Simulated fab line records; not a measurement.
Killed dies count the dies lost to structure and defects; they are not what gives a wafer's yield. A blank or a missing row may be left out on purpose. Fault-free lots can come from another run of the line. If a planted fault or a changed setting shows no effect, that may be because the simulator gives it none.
A single fault, viewed from 2 desks | flow sfq line | numbers are kept per desk, each desk with only its own; the story behind them comes last

AT THE TOOL OWNER'S DESK: pecvd-02
The tool's own readings at SFQ_TRILAYER_L0_CAP_PECVD_011 (deposits SiO2 from SiH4/N2O, time 13.333 s, target thk 60 nm): means of the sampled wafers that have a number, for each lot that ran on this tool. A lot is out of limits, marked OUT, if its mean lies more than 4 standard deviations from the usual mean; the brackets give that distance.
Columns: A = heater power w at SFQ_TRILAYER_L0_CAP_PECVD_011, usual 79 W; B = rf fwd power W at SFQ_TRILAYER_L0_CAP_PECVD_011, usual 180.1 W; C = showerhead vpp V at SFQ_TRILAYER_L0_CAP_PECVD_011, usual 847 V; D = throttle valve pct at SFQ_TRILAYER_L0_CAP_PECVD_011, usual 24.4 %
lot  | first seen here | A  | B               | C    | D
L869 | day 4 05:51     | 74 | 179.7           | 864  | 24.4
L871 | day 4 09:27     | 68 | 179.3           | 874  | 24.9
L877 | day 6 09:16     | 72 | 180.2           | 874  | 25.4
L878 | day 6 17:41     | 71 | 179.3           | 867  | 25.3
L881 | day 7 12:52     | 44 | 228.8 (+57) OUT | 1007 | 24.7
This desk's finding: out of limits on L881; first on L881, day 7 12:52 (rf fwd power W at SFQ_TRILAYER_L0_CAP_PECVD_011). Within limits: L869, L871, L877, L878.

THE METROLOGY DESK
Lot by lot, what the gauges showed, no matter which tool ran the lot: averages of those sampled wafers that carry a number. A lot is out of limits, marked OUT, if its mean lies more than 4 standard deviations from the usual mean; the brackets give that distance.
Columns: A = I1_BOW at SFQ_I1_BOW_MEAS_912, usual 1 um
lot  | first seen here | A
L869 | day 24 06:00    | -6
L870 | day 24 10:47    | 4
L871 | day 24 14:07    | -2
L872 | day 24 16:47    | 7
L873 | day 24 19:47    | -2
L876 | day 26 22:19    | 2
L877 | day 27 04:18    | -11
L878 | day 28 23:58    | 2
L880 | day 30 02:54    | 8
L881 | day 30 19:44    | 2
L889 | day 33 15:02    | -6
L890 | day 33 22:13    | -4
L891 | day 34 01:49    | 5
This desk's finding: nothing out of limits on any of the 13 lots.

BROUGHT TOGETHER
At day 7 12:52, on L881, the tool owner's desk was in a position to raise an alarm.
At the metrology desk, nothing out of limits was observed.
The metrology desk holds a record of L881, inside its limits.
The lots listed all ran SFQ_TRILAYER_L0_CAP_PECVD_011 on pecvd-02.

WHAT WAS PUT IN BY THE SIMULATOR
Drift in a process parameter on pecvd-02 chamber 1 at SFQ_TRILAYER_L0_CAP_PECVD_011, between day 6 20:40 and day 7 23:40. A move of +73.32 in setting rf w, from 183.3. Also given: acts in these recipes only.
Shown lots that were struck: L881.
How many hours passed from the start of the fault until each desk's first out-of-limits reading: the tool owner's desk, 16.
